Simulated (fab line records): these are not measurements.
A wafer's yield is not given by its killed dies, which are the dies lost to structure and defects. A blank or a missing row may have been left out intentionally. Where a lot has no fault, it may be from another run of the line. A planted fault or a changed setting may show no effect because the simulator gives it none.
fab line records ; flow gf180mcu
[record] lots = 6; wafers = 18; lastDay = 34
route steps=602 shown VT_IMPLANT@119
lots with no fault: from the same line, run without faults
startH: start of the lot's first displayed wafer, in hours after the record's first day ; waitH: time in hours since the lot's previous step ; " repeats the value in the row above ; L1.1+2: several wafers, shown together as one row ; - no value, or no start given ; * or withheld: withheld ; < > ~ a bound
route shown NAME@n: names a module that has steps shown in the file, with the first one's number in the route ; usual: mean/standard deviation taken from wafers without a fault ; same: alike in all rows ; chamber/n: place in a boat ; sites: the reading at each site ; _std_site: standard deviation across them ; _edge_site: outer sites' mean less inner sites' ; radiusMm: how far each site lies from the wafer's centre ; mask NAME#n: copy n ; behind: the last tool/chamber to shape the wafer ; hold: the reason the lot was held/the length of the hold in hours/how it ended ; device: whichever transistor did not switch (one of n, p or np) ; end of line: the same wafers' tests at the end of the route ; a step given without rows: its recipe and nothing more ; killed: the dies lost at the first sort to structure and to defects; this is not the yield of the wafer ; map: a wafer's dies, marking killed ones x, the rest . and places with no die _
set.NAME: the setting as run; set.NAME@STEP: as run at that earlier step ; model.NAME: the simulator's own value behind a step, which no gauge read
a table for each step, a row for each wafer; lots at some steps of the route
services: the hour from which a tool's chamber was out of use, counted from the record's first day as startH (under 0 if before that day), plus the number of hours and why
[[steps]]
[step GF_VT_IMPLANT_OVL_MEAS_29]
[usual] VT_IMPLANT_02_OVL = 0.2/1.3
lot.wafer;tool;chamber;startH;waitH;VT_IMPLANT_02_OVL[nm]
L525.1;overlay-02;-;157.98;0.1;0.1
L525.4;overlay-02;-;157.98;0.1;-0.2
L525.6;overlay-02;-;157.98;0.1;0.2
L536.2;overlay-01;-;233.33;0.1;0.4
L536.4;overlay-01;-;233.33;0.1;-0.9
L536.6;overlay-01;-;233.33;0.1;0.5
L537.2;overlay-02;-;244.48;0.1;1.2
L537.3;overlay-02;-;244.48;0.1;0.9
L537.5;overlay-02;-;244.48;0.1;-0.5
L538.4;overlay-02;-;244.79;0.1;-2.3
L538.5;overlay-02;-;244.79;0.1;-2.6
L538.6;overlay-02;-;244.79;0.1;-1.4
L544.2;overlay-01;-;284.58;0.1;-1.9
L544.4;overlay-01;-;284.58;0.1;-0.1
L544.5;overlay-01;-;284.58;0.1;0.0
L545.2;overlay-02;-;290.23;0.2;1.1
L545.3;overlay-02;-;290.23;0.2;2.8
L545.5;overlay-02;-;290.23;0.2;1.1
[step GF_VT_IMPLANT_IMPLANT_30]
[recipe] species = B; energyKev = 25; doseCm2 = 2.534e+12; tiltDeg = 7
[step GF_VT_IMPLANT_STRIP_31]
[recipe] chemistry = O2/N2; powerW = 1400; pressureMtorr = 1500; platenTempC = 250; o2FlowSccm = 3000; n2FlowSccm = 300; overashFraction = 0.5
[usual] drypumpMotorCurrentA = 6.1/0.43; heaterPowerW = 323/47; oesProductAu = 0.716/0.0046; stripTimeToEndpointS = 12.61/0.034
lot.wafer;tool;chamber;startH;waitH;drypumpMotorCurrentA;heaterPowerW;oesProductAu;rfHoursCounterH;stripTimeToEndpointS
L525.1;plasmaAsher-03;0;158.16;0.1;6.4;292;0.714;36;12.61
L525.4;plasmaAsher-03;1;158.16;0.1;6.6;303;0.724;-;12.63
L525.6;plasmaAsher-03;0;158.16;0.1;6.4;288;0.719;-;12.61
L536.2;plasmaAsher-02;1;233.51;0.1;5.3;365;0.717;10;12.65
L536.4;plasmaAsher-02;0;233.51;0.1;6.0;334;0.718;-;12.67
L536.6;plasmaAsher-02;0;233.51;0.1;6.1;327;0.718;-;12.68
L537.2;plasmaAsher-04;0;244.66;0.1;5.8;414;0.718;58;12.62
L537.3;plasmaAsher-04;1;244.66;0.1;5.9;278;0.716;-;12.59
L537.5;plasmaAsher-04;1;244.66;0.1;5.9;284;0.723;-;12.61
L538.4;plasmaAsher-02;1;244.99;0.1;5.3;372;0.711;-;12.64
L538.5;plasmaAsher-02;0;244.99;0.1;6.1;328;0.707;-;12.63
L538.6;plasmaAsher-02;1;244.99;0.1;5.3;359;0.718;-;12.58
L544.2;plasmaAsher-03;1;284.76;0.1;6.6;295;0.711;49;12.68
L544.4;plasmaAsher-03;0;284.76;0.1;6.4;293;0.721;-;12.70
L544.5;plasmaAsher-03;0;284.76;0.1;6.4;286;0.712;-;12.69
L545.2;plasmaAsher-03;1;290.41;0.1;6.6;289;0.715;50;12.58
L545.3;plasmaAsher-03;0;290.41;0.1;6.4;285;0.709;-;12.56
L545.5;plasmaAsher-03;1;290.41;0.1;6.6;293;0.713;-;12.55
[step GF_VT_IMPLANT_TW_MEAS_32]
[usual] VT_IMPLANT_3_TW = 267.3/1.5
lot.wafer;tool;chamber;startH;waitH;VT_IMPLANT_3_TW
L525.1;filmMetro-02;-;158.26;0.1;265.4
L525.4;filmMetro-02;-;158.26;0.1;265.1
L525.6;filmMetro-02;-;158.26;0.1;265.3
L536.2;filmMetro-04;-;233.62;0.1;268.9
L536.4;filmMetro-04;-;233.62;0.1;269.0
L536.6;filmMetro-04;-;233.62;0.1;267.9
L537.2;filmMetro-04;-;244.77;0.1;265.7
L537.3;filmMetro-04;-;244.77;0.1;263.8
L537.5;filmMetro-04;-;244.77;0.1;266.0
L538.4;filmMetro-04;-;245.09;0.1;266.8
L538.5;filmMetro-04;-;245.09;0.1;265.6
L538.6;filmMetro-04;-;245.09;0.1;265.7
L544.2;filmMetro-02;-;284.87;0.1;268.3
L544.4;filmMetro-02;-;284.87;0.1;268.3
L544.5;filmMetro-02;-;284.87;0.1;268.2
L545.2;filmMetro-04;-;290.52;0.1;267.0
L545.3;filmMetro-04;-;290.52;0.1;266.3
L545.5;filmMetro-04;-;290.52;0.1;266.3
[step GF_VT_IMPLANT_DEHYDRATE_33]
[recipe] tempC = 200; timeS = 60
[step GF_VT_IMPLANT_HMDS_34]
[recipe] primeTimeS = 60; primeTempC = 120
[step GF_VT_IMPLANT_COAT_35]
[recipe] resist = NOVOLAK; spinRpm = 3000; resistThkNm = 1000
[step GF_VT_IMPLANT_SOFTBAKE_36]
[recipe] tempC = 90; timeS = 60; resist = NOVOLAK
[step GF_VT_IMPLANT_EXPOSE_37]
[recipe] maskId = Nwell_HV_AREA; targetCdNm = 860; na = 0.6; sourceShape = conventional; sigmaOuter = 0.6; doseMj = 140
[step GF_VT_IMPLANT_PEB_38]
[recipe] tempC = withheld; timeS = *; resist = NOVOLAK
[step GF_VT_IMPLANT_DEVELOP_39]
[recipe] developTimeS = 60; devTempC = 23
[step GF_VT_IMPLANT_OVL_MEAS_40]
[usual] VT_IMPLANT_03_OVL = -0.4/1.3
lot.wafer;tool;chamber;startH;waitH;VT_IMPLANT_03_OVL[nm]
L525.1;overlay-01;-;174.31;0.1;2.9
L525.4;overlay-01;-;174.31;0.1;-0.9
L525.6;overlay-01;-;174.31;0.1;-0.2
L536.2;overlay-02;-;251.83;0.1;-0.8
L536.4;overlay-02;-;251.83;0.1;2.4
L536.6;overlay-02;-;251.83;0.1;2.6
L537.2;overlay-01;-;263.68;0.1;-1.3
L537.3;overlay-01;-;263.68;0.1;-0.7
L537.5;overlay-01;-;263.68;0.1;0.6
L538.4;overlay-02;-;263.84;0.1;-0.3
L538.5;overlay-02;-;263.84;0.1;0.6
L538.6;overlay-02;-;263.84;0.1;-0.3
L544.2;overlay-01;-;304.73;0.1;-2.5
L544.4;overlay-01;-;304.73;0.1;-1.0
L544.5;overlay-01;-;304.73;0.1;-2.3
L545.2;overlay-02;-;309.73;0.1;-0.6
L545.3;overlay-02;-;309.73;0.1;0.0
L545.5;overlay-02;-;309.73;0.1;-1.5
[step GF_VT_IMPLANT_IMPLANT_41]
[recipe] species = As; energyKev = 70; doseCm2 = 1.013e+12; tiltDeg = 7
[usual] beamEnergyKeV = 69.999/0.021; beamOnS = 10.00/0.2; endStationPressureTorr = 5.02e-06/2.5e-07
lot.wafer;tool;chamber;startH;waitH;beamEnergyKeV;beamOnS;endStationPressureTorr
L525.1;implanter-04;0;174.39;0.1;69.995;10.12;4.9e-06
L525.4;implanter-04;0;174.39;0.1;70.014;10.12;5.45e-06
L525.6;implanter-04;0;174.39;0.1;69.980;10.25;5e-06
L536.2;implanter-01;-;251.89;0.0;-;-;-
L536.4;implanter-01;-;251.89;0.0;-;-;-
L536.6;implanter-01;-;251.89;0.0;-;-;-
L537.2;implanter-01;-;263.73;0.0;-;-;-
L537.3;implanter-01;-;263.73;0.0;-;-;-
L537.5;implanter-01;-;263.73;0.0;-;-;-
L538.4;implanter-03;0;263.94;0.1;70.019;9.58;5.35e-06
L538.5;implanter-03;0;263.94;0.1;69.982;10.07;4.89e-06
L538.6;implanter-03;0;263.94;0.1;69.957;10.16;5.28e-06
L544.2;implanter-01;0;304.79;0.0;70.011;9.79;4.93e-06
L544.4;implanter-01;0;304.79;0.0;69.993;10.30;5.2e-06
L544.5;implanter-01;0;304.79;0.0;69.994;10.19;5.27e-06
L545.2;implanter-03;0;309.79;0.0;70.004;9.76;4.82e-06
L545.3;implanter-03;0;309.79;0.0;69.974;10.40;4.89e-06
L545.5;implanter-03;0;309.79;0.0;69.997;9.94;4.67e-06
[step GF_VT_IMPLANT_STRIP_42]
[recipe] chemistry = O2/N2; powerW = 1400; pressureMtorr = 1500; platenTempC = 250; o2FlowSccm = 3000; n2FlowSccm = 300; overashFraction = 0.5
[usual] drypumpMotorCurrentA = 6.1/0.41; heaterPowerW = 329/49; oesProductAu = 0.716/0.0045; stripTimeToEndpointS = 12.62/0.035
lot.wafer;tool;chamber;startH;waitH;drypumpMotorCurrentA;heaterPowerW;oesProductAu;rfHoursCounterH;stripTimeToEndpointS
L525.1;plasmaAsher-03;1;174.54;0.1;6.6;297;0.719;37;12.63
L525.4;plasmaAsher-03;1;174.54;0.1;6.6;298;0.714;-;12.67
L525.6;plasmaAsher-03;1;174.54;0.1;6.6;291;0.715;-;12.69
L536.2;plasmaAsher-04;1;252.01;0.1;6.0;286;0.720;59;12.60
L536.4;plasmaAsher-04;0;252.01;0.1;5.8;413;0.720;-;12.65
L536.6;plasmaAsher-04;0;252.01;0.1;5.8;411;0.719;-;12.64
L537.2;plasmaAsher-03;1;263.86;0.1;6.6;297;0.719;47;12.68
L537.3;plasmaAsher-03;0;263.86;0.1;6.4;286;0.717;-;12.65
L537.5;plasmaAsher-03;0;263.86;0.1;6.4;288;0.715;-;12.61
L538.4;plasmaAsher-02;1;264.05;0.1;5.3;360;0.716;-;12.62
L538.5;plasmaAsher-02;0;264.05;0.1;6.1;328;0.713;-;12.71
L538.6;plasmaAsher-02;1;264.05;0.1;5.3;360;0.718;-;12.70
L544.2;plasmaAsher-03;1;304.91;0.1;6.6;307;0.717;51;12.65
L544.4;plasmaAsher-03;1;304.91;0.1;6.6;303;0.721;-;12.65
L544.5;plasmaAsher-03;0;304.91;0.1;6.4;290;0.721;-;12.66
L545.2;plasmaAsher-02;0;309.91;0.1;6.0;322;0.705;18;12.60
L545.3;plasmaAsher-02;1;309.91;0.1;5.3;368;0.726;-;12.57
L545.5;plasmaAsher-02;1;309.91;0.1;5.2;366;0.711;-;12.58
[step GF_VT_IMPLANT_TW_MEAS_43]
[usual] VT_IMPLANT_4_TW = 686/4.1
lot.wafer;tool;chamber;startH;waitH;VT_IMPLANT_4_TW
L525.1;filmMetro-04;-;174.64;0.1;684
L525.4;filmMetro-04;-;174.64;0.1;687
L525.6;filmMetro-04;-;174.64;0.1;688
L536.2;filmMetro-02;-;252.12;0.1;30
L536.4;filmMetro-02;-;252.12;0.1;30
L536.6;filmMetro-02;-;252.12;0.1;30
L537.2;filmMetro-03;-;263.97;0.1;30
L537.3;filmMetro-03;-;263.97;0.1;30
L537.5;filmMetro-03;-;263.97;0.1;30
L538.4;filmMetro-02;-;264.14;0.1;690
L538.5;filmMetro-02;-;264.14;0.1;688
L538.6;filmMetro-02;-;264.14;0.1;687
L544.2;filmMetro-04;-;305.02;0.1;685
L544.4;filmMetro-04;-;305.02;0.1;686
L544.5;filmMetro-04;-;305.02;0.1;688
L545.2;filmMetro-03;-;310.02;0.1;683
L545.3;filmMetro-03;-;310.02;0.1;689
L545.5;filmMetro-03;-;310.02;0.1;686
[step GF_VT_IMPLANT_CLEAN_44]
[recipe] chemistry = SC1/SC2; mix = 1:4:20; tempC = 70; timeS = 150; dry = n2Spin
[[services]]
tool;chamber;startH;hours;kind
implanter-01;-;144.45;3.2;pm
plasmaAsher-02;-;171.07;15.6;pm
implanter-01;-;171.53;31.6;repair
implanter-03;-;180.94;4.2;repair
plasmaAsher-04;-;201.37;0.8;repair
plasmaAsher-02;-;207.95;2.8;pm
implanter-03;-;219.82;7.9;repair
plasmaAsher-02;-;222.97;3.9;repair
implanter-01;-;248.84;1.7;repair
implanter-04;-;254.76;10.5;repair
[[key]]
[firstSign] step = GF_VT_IMPLANT_IMPLANT_41; reading = toolRecord; direction = missing
[effect] step = GF_VT_IMPLANT_TW_MEAS_43; reading = VT_IMPLANT_4_TW; direction = down; sigmas = 99+; usual = 686; struck = 30
metAt GF_VT_IMPLANT_IMPLANT_41
struckWafers L536.2,L536.4,L536.6,L537.2,L537.3,L537.5
laterRowsLeftOut L536.2,L536.4,L536.6,L537.2,L537.3,L537.5
sortLeftOut L536.2,L536.4,L536.6,L537.2,L537.3,L537.5
testerLeftOut L536,L537
[fault] kind = skippedStepWhole; tool = implanter-01; chamber = -; onsetH = 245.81; steps = GF_VT_IMPLANT_IMPLANT_41; scope = struckLotsOnly
// testerLeftOut: of these lots the tester's yield and bins aren't shown, on N5 and GAA mostly nor the transistor test; their killed dies are dies lost to structure and defects alone, not to doping, threshold or leakage, so they don't give the yield
// sortLeftOut: the simulated sort isn't trusted on such a fault, so these wafers' sort isn't shown, and their yield isn't known
// laterRowsLeftOut: the simulator's readings of these wafers behind a module that went badly wrong aren't trusted and aren't shown, but for the sort
